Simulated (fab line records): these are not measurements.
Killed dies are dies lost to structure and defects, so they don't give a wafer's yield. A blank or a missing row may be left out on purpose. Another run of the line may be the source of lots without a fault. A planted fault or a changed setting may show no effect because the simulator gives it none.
Which of the tools did it? -- flow sky130 -- Sampling: 12 lots, 36 wafers, 5 of 708 route steps

WHAT THE GAUGES READ, wafer by wafer
SKY_LDD_HVP_OVL_MEAS_07.
lot,measured,on,LDD_HVP_OVL (nm)
L659,day 21 09:10,overlay-01,0.7 0.4 1.1
L661,day 22 11:58,overlay-02,-1.4 -2.9 -2.0
L665,day 24 10:03,overlay-01,-2.3 -2.8 -4.4
L667,day 24 21:34,overlay-01,-0.7 -2.3 -1.4
L668,day 25 06:08,overlay-02,-0.8 -0.8 -1.7
L671,day 26 04:58,overlay-02,0.8 -0.5 -0.9
L675,day 27 09:36,overlay-02,-0.9 -2.1 -1.2
L676,day 27 17:37,overlay-02,-1.0 -1.3 -1.7
L677,day 28 03:31,overlay-01,-1.4 -0.3 -0.4
L678,day 28 12:22,overlay-02,-1.2 0.1 -1.9
L680,day 29 04:04,overlay-01,-1.1 0.2 0.5
L681,day 29 08:00,overlay-01,-2.4 -2.4 -1.6

SKY_LDD_LDN_TW_MEAS_13.
lot,measured,on,LDD_LDN_TW
L659,day 22 17:45,filmMetro-04,1472 1470 1464
L661,day 23 20:05,filmMetro-04,1472 1465 1471
L665,day 25 16:29,filmMetro-02,1477 1473 1480
L667,day 26 04:08,filmMetro-04,1459 1462 1453
L668,day 26 12:28,filmMetro-02,1569 1583 1581
L671,day 27 12:31,filmMetro-04,1565 1559 1557
L675,day 28 15:07,filmMetro-04,1548 1572 1560
L676,day 28 23:18,filmMetro-02,1481 1483 1484
L677,day 29 09:40,filmMetro-01,1472 1474 1480
L678,day 29 17:31,filmMetro-01,1479 1469 1471
L680,day 30 09:33,filmMetro-02,1475 1486 1478
L681,day 30 13:05,filmMetro-01,1479 1474 1479

TOOL THAT RAN EACH LOT (tool first, then ch and the chambers of the sampled wafers, then the start)
lot,SKY_LDD_HVP_STRIP_09,SKY_LDD_LDN_IMPLANT_08,SKY_LDD_LDN_STRIP_12
L659,"plasmaAsher-01 ch 0,1, day 21 09:20","implanter-03 ch 0, day 22 17:04","plasmaAsher-03 ch 0,1, day 22 17:38"
L661,"plasmaAsher-03 ch 0,1, day 22 12:10","implanter-01 ch 0, day 23 19:25","plasmaAsher-04 ch 0,1, day 23 20:00"
L665,"plasmaAsher-01 ch 0,1, day 24 10:14","implanter-02 ch 0, day 25 15:47","plasmaAsher-02 ch 0,1, day 25 16:23"
L667,"plasmaAsher-04 ch 0,1, day 24 21:44","implanter-03 ch 0, day 26 03:26","plasmaAsher-04 ch 0, day 26 04:02"
L668,"plasmaAsher-01 ch 0,1, day 25 06:20","implanter-03 ch 0, day 26 11:29","plasmaAsher-02 ch 0,1, day 26 12:22"
L671,"plasmaAsher-03 ch 0,1, day 26 05:08","implanter-03 ch 0, day 27 11:29","plasmaAsher-02 ch 0,1, day 27 12:25"
L675,"plasmaAsher-04 ch 0,1, day 27 09:47","implanter-01 ch 0, day 28 14:05","plasmaAsher-02 ch 1, day 28 15:01"
L676,"plasmaAsher-01 ch 0,1, day 27 17:47","implanter-02 ch 0, day 28 22:37","plasmaAsher-02 ch 0,1, day 28 23:11"
L677,"plasmaAsher-01 ch 0,1, day 28 03:41","implanter-02 ch 0, day 29 08:58","plasmaAsher-03 ch 0,1, day 29 09:34"
L678,"plasmaAsher-01 ch 0,1, day 28 12:32","implanter-01 ch 0, day 29 16:49","plasmaAsher-04 ch 0,1, day 29 17:25"
L680,"plasmaAsher-04 ch 0,1, day 29 04:14","implanter-03 ch 0, day 30 08:52","plasmaAsher-02 ch 0,1, day 30 09:26"
L681,"plasmaAsher-04 ch 0,1, day 29 08:11","implanter-03 ch 0, day 30 12:23","plasmaAsher-02 ch 0,1, day 30 12:59"
- SKY_LDD_HVP_STRIP_09: strips in O2/N2.
- SKY_LDD_LDN_IMPLANT_08
- SKY_LDD_LDN_STRIP_12: strips in O2/N2.

AS READ BY THE TOOLS THEMSELVES (means over the sampled wafers that have a number; for cases with no such wafer, the mark the record gives instead)
SKY_LDD_HVP_STRIP_09.
lot,tool,drypumpMotorCurrentA (A),oesProductAu (a.u.),stripTimeToEndpointS (s)
L659,plasmaAsher-01,5.8,0.410,4.138
L661,plasmaAsher-03,5.7,0.407,4.136
L665,plasmaAsher-01,6.1,0.412,4.134
L667,plasmaAsher-04,5.8,0.411,4.143
L668,plasmaAsher-01,6.1,0.409,4.120
L671,plasmaAsher-03,5.4,0.403,4.134
L675,plasmaAsher-04,5.8,0.409,4.138
L676,plasmaAsher-01,6.1,0.403,4.127
L677,plasmaAsher-01,6.1,0.408,4.119
L678,plasmaAsher-01,5.8,0.410,4.135
L680,plasmaAsher-04,5.7,0.404,4.157
L681,plasmaAsher-04,5.7,0.410,4.151

SKY_LDD_LDN_STRIP_12.
lot,tool,drypumpMotorCurrentA (A),oesProductAu (a.u.),stripTimeToEndpointS (s)
L659,plasmaAsher-03,5.4,0.715,14.20
L661,plasmaAsher-04,5.7,0.716,14.18
L665,plasmaAsher-02,5.5,0.719,14.14
L667,plasmaAsher-04,5.6,0.720,14.17
L668,plasmaAsher-02,5.5,0.720,14.19
L671,plasmaAsher-02,5.6,0.715,14.17
L675,plasmaAsher-02,5.5,0.720,14.10
L676,plasmaAsher-02,5.5,0.716,14.22
L677,plasmaAsher-03,5.7,0.716,14.22
L678,plasmaAsher-04,5.7,0.716,14.07
L680,plasmaAsher-02,5.6,0.718,14.18
L681,plasmaAsher-02,5.5,0.714,14.12

THE ANSWER, worked out from the rows above alone
Rule: the lots themselves supply what counts as usual. The widest of any qualifying gaps counts: lots, ordered by their means at a reading, are off when they make up no more than a third of the lots, leave a main group of 4 or more, and stand apart from it by 3 or more times the standard deviation of that group's means. If all means in a main group match to the digits the tables above print for the reading, that group is not used. A lot without any number at a reading at which 4 lots or more have one is off too. All remaining lots with rows at the step are treated as sound. Order of review: gauges by route order, followed by the tools' own readings, for which a lot's mean as printed above is used. At the first step where some lot is off, the reading lying furthest off is the one used; lots without a number count as furthest.
Off: at SKY_LDD_LDN_TW_MEAS_13 (LDD_LDN_TW), L668, L671, L675. The main group: mean 1473, standard deviation 6.9.
If a tool, at a process step before that reading, ran all the lots that are off and no sound lot after the first of them, it fits. Those tools and the gauges at SKY_LDD_LDN_TW_MEAS_13 are tried in the same way. No candidate that was tried fits.

WHAT THE SIMULATOR PUT IN
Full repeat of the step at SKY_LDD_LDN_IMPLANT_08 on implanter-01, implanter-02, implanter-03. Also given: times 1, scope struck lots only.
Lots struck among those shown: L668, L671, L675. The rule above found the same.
